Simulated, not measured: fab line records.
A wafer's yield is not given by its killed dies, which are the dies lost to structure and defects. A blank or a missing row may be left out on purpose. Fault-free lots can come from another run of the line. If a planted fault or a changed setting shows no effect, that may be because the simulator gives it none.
Which of the tools did it? | flow gf180mcu | 24 lots, 72 wafers sampled, at 2 steps of a route of 602

== WHAT THE GAUGES READ, wafer by wafer ==
GF_M4_RS_MEAS_05: uses a four-point probe to measure. Usual: for M4_ALCU_RS the level is 0.0694 ohm/sq and the standard deviation is 0.00065.
lot  | measured     | on           | M4_ALCU_RS (ohm/sq)  | flag
L074 | day 23 05:40 | filmMetro-02 | 0.0702 0.0694 0.0692 | 
L075 | day 23 18:14 | filmMetro-02 | 0.0687 0.0689 0.0691 | 
L076 | day 23 23:24 | filmMetro-02 | 0.0688 0.0699 0.0695 | 
L077 | day 23 23:41 | filmMetro-03 | 0.0697 0.0693 0.0687 | 
L078 | day 24 02:37 | filmMetro-04 | 0.0702 0.0691 0.0703 | 
L080 | day 24 15:52 | filmMetro-02 | 0.0709 0.0700 0.0708 | 
L079 | day 24 19:11 | filmMetro-02 | 0.0694 0.0681 0.0686 | 
L082 | day 25 08:40 | filmMetro-04 | 0.0695 0.0701 0.0696 | 
L083 | day 25 15:52 | filmMetro-03 | 0.0682 0.0697 0.0695 | 
L081 | day 25 16:37 | filmMetro-04 | 0.0693 0.0699 0.0682 | 
L084 | day 25 23:17 | filmMetro-03 | 0.0695 0.0692 0.0698 | 
L085 | day 26 04:44 | filmMetro-04 | 0.0684 0.0693 0.0693 | 
L086 | day 26 20:43 | filmMetro-02 | 0.0691 0.0695 0.0687 | 
L087 | day 26 22:12 | filmMetro-03 | 0.0700 0.0692 0.0693 | 
L088 | day 26 22:59 | filmMetro-04 | 0.0700 0.0700 0.0704 | 
L089 | day 27 12:10 | filmMetro-02 | 0.0696 0.0695 0.0696 | 
L090 | day 27 21:35 | filmMetro-04 | 0.0693 0.0690 0.0694 | 
L091 | day 28 03:43 | filmMetro-02 | 0.0689 0.0688 0.0688 | 
L092 | day 28 08:53 | filmMetro-02 | 0.0692 0.0706 0.0706 | 
L093 | day 28 11:34 | filmMetro-03 | 0.0692 0.0695 0.0693 | 
L094 | day 28 21:41 | filmMetro-03 | 0.0694 0.0699 0.0697 | 
L095 | day 29 00:20 | filmMetro-04 | 0.0698 0.0687 0.0698 | 
L096 | day 29 08:19 | filmMetro-02 | 0.0697 0.0698 0.0698 | 
L097 | day 29 11:46 | filmMetro-04 | 0.0688 0.0679 0.0686 | 

== WHAT TOOL EACH LOT RAN ON (gives the tool, then ch and the chambers of the sampled wafers, and finally the start) ==
lot  | GF_V3_SPUTTER_21
L074 | pvdSputter-02, day 23 04:46
L075 | pvdSputter-02, day 23 16:58
L076 | pvdSputter-02, day 23 22:27
L077 | pvdSputter-03, day 23 22:46
L078 | pvdSputter-04, day 24 01:41
L080 | pvdSputter-02, day 24 14:57
L079 | pvdSputter-04, day 24 18:15
L082 | pvdSputter-03, day 25 07:46
L083 | pvdSputter-04, day 25 14:58
L081 | pvdSputter-03, day 25 15:43
L084 | pvdSputter-02, day 25 22:23
L085 | pvdSputter-02, day 26 03:49
L086 | pvdSputter-02, day 26 19:49
L087 | pvdSputter-04, day 26 21:16
L088 | pvdSputter-03, day 26 22:04
L089 | pvdSputter-03, day 27 11:13
L090 | pvdSputter-04, day 27 20:39
L091 | pvdSputter-03, day 28 02:45
L092 | pvdSputter-03, day 28 07:58
L093 | pvdSputter-02, day 28 10:38
L094 | pvdSputter-04, day 28 20:46
L095 | pvdSputter-04, day 28 23:25
L096 | pvdSputter-02, day 29 07:07
L097 | pvdSputter-03, day 29 10:47
- GF_V3_SPUTTER_21: material Ti, target thk 15 nm, time 80.02 s.

== AS READ BY THE TOOLS THEMSELVES (means over the sampled wafers that have a number; for cases with no such wafer, the mark the record gives instead) ==
GF_V3_SPUTTER_21. Usual: substrateTempC 199.98 C, standard deviation 0.16; throttleValvePct 30.0 %, standard deviation 1.1.
lot  | tool          | substrateTempC (C) | throttleValvePct (%) | flag
L074 | pvdSputter-02 | 199.87             | 29.7                 | 
L075 | pvdSputter-02 | 199.78             | 29.7                 | 
L076 | pvdSputter-02 | 199.73             | 29.9                 | 
L077 | pvdSputter-03 | 200.07             | 29.7                 | 
L078 | pvdSputter-04 | 200.04             | 30.3                 | 
L080 | pvdSputter-02 | 199.82             | 29.2                 | 
L079 | pvdSputter-04 | 200.10             | 30.6                 | 
L082 | pvdSputter-03 | 199.85             | 29.8                 | 
L083 | pvdSputter-04 | 199.92             | 31.1                 | 
L081 | pvdSputter-03 | 199.99             | 29.4                 | 
L084 | pvdSputter-02 | 200.01             | 29.9                 | 
L085 | pvdSputter-02 | 199.91             | 29.2                 | 
L086 | pvdSputter-02 | 200.04             | 30.0                 | 
L087 | pvdSputter-04 | 199.93             | 31.2                 | 
L088 | pvdSputter-03 | 200.02             | 30.6                 | 
L089 | pvdSputter-03 | 200.22             | 29.1                 | 
L090 | pvdSputter-04 | 200.04             | 30.9                 | 
L091 | pvdSputter-03 | 200.04             | 28.6                 | 
L092 | pvdSputter-03 | 200.04             | 28.9                 | 
L093 | pvdSputter-02 | 199.84             | 30.0                 | 
L094 | pvdSputter-04 | 200.08             | 31.2                 | 
L095 | pvdSputter-04 | 199.95             | 30.6                 | 
L096 | pvdSputter-02 | 200.04             | 30.0                 | 
L097 | pvdSputter-03 | 199.94             | 29.8                 | 

== THE ANSWER, worked out from the rows above alone ==
Rule: take the mean of a lot's wafers that have a number; if it is more than 3 standard deviations from the usual mean, the lot is off. Also off: a lot with no number at a reading for which 4 or more lots have one. Any other lot the step has rows for is counted as sound. After the gauges, taken in route order, come the tools' own readings; for these a lot's mean is taken, as printed above. The first step at which some lot is off is used, and at that step the reading that is off furthest; a lot without a number counts as furthest.
No lot is off on any of the readings shown, so nothing can be concluded from this.

== WHAT THE SIMULATOR PUT IN ==
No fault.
